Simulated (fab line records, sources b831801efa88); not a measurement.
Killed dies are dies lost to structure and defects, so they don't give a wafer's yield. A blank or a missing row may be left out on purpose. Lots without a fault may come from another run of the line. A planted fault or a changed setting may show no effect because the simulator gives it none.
Which tool did it? | flow sky130 | 6 lots, 18 wafers sampled, at 3 steps of a route of 708

WHAT THE GAUGES READ, wafer by wafer
SKY_SONOS_ONO_THK_MEAS_05.
lot  | measured     | on            | SONOS_ONO_CVD_04_THK (nm)
L964 | day 11 22:38 | film_metro-03 | 5.62 5.65 5.54
L966 | day 12 10:08 | film_metro-04 | 5.66 5.66 5.65
L971 | day 14 05:47 | film_metro-03 | 5.61 5.61 5.59
L973 | day 15 03:17 | film_metro-04 | 5.71 5.78 5.65
L976 | day 16 07:55 | film_metro-02 | 5.66 5.49 5.58
L980 | day 17 06:59 | film_metro-02 | 5.14 5.13 5.02

WHICH TOOL RAN EACH LOT (tool, then ch and the chambers of the sampled wafers, then the start)
lot  | SKY_VT_ADJUST_LVTN_STRIP_20          | SKY_SONOS_ONO_CVD_04
L964 | plasma_asher-02 ch 0,1, day 8 01:45  | lpcvd-03 ch 1, day 11 21:22
L966 | plasma_asher-01 ch 0,1, day 8 10:18  | lpcvd-03 ch 1, day 12 08:53
L971 | plasma_asher-02 ch 0,1, day 10 00:39 | lpcvd-03 ch 1, day 14 04:32
L973 | plasma_asher-01 ch 0,1, day 10 15:18 | lpcvd-03 ch 1, day 15 02:02
L976 | plasma_asher-02 ch 0,1, day 11 17:21 | lpcvd-03 ch 1, day 16 06:38
L980 | plasma_asher-01 ch 0,1, day 12 14:30 | lpcvd-03 ch 0, day 17 05:43
- SKY_VT_ADJUST_LVTN_STRIP_20: strips in O2/N2.
- SKY_SONOS_ONO_CVD_04: deposits SiO2 from SiH4/N2O, target thk 5.7199 nm.

THE ANSWER, worked out from the rows above alone
Rule: what is usual is taken from the lots themselves. Put in order of their means at a reading, lots are off if they are a third of the lots or fewer, leave a main group of 4 or more, and stand apart from it by a gap of 3 or more times the standard deviation of the main group's means; of several such gaps the widest counts. A main group whose means are all the same, to the digits that the tables above print for the reading, isn't used. A lot without any number at a reading at which 4 lots or more have one is off too. The other lots that the step has rows for count as sound.
Off: L980, at SKY_SONOS_ONO_THK_MEAS_05 (SONOS_ONO_CVD_04_THK). The main group: mean 5.63 nm, standard deviation 0.049.
A tool fits if, at a process step before that reading, it ran every lot that is off, and no sound lot after the first of them. The gauges at SKY_SONOS_ONO_THK_MEAS_05 are tried like those tools. Can't be told from this: 3 tools fit, plasma_asher-01 at SKY_VT_ADJUST_LVTN_STRIP_20, lpcvd-03 at SKY_SONOS_ONO_CVD_04, film_metro-02 at SKY_SONOS_ONO_THK_MEAS_05.

WHAT THE SIMULATOR HAD PUT IN
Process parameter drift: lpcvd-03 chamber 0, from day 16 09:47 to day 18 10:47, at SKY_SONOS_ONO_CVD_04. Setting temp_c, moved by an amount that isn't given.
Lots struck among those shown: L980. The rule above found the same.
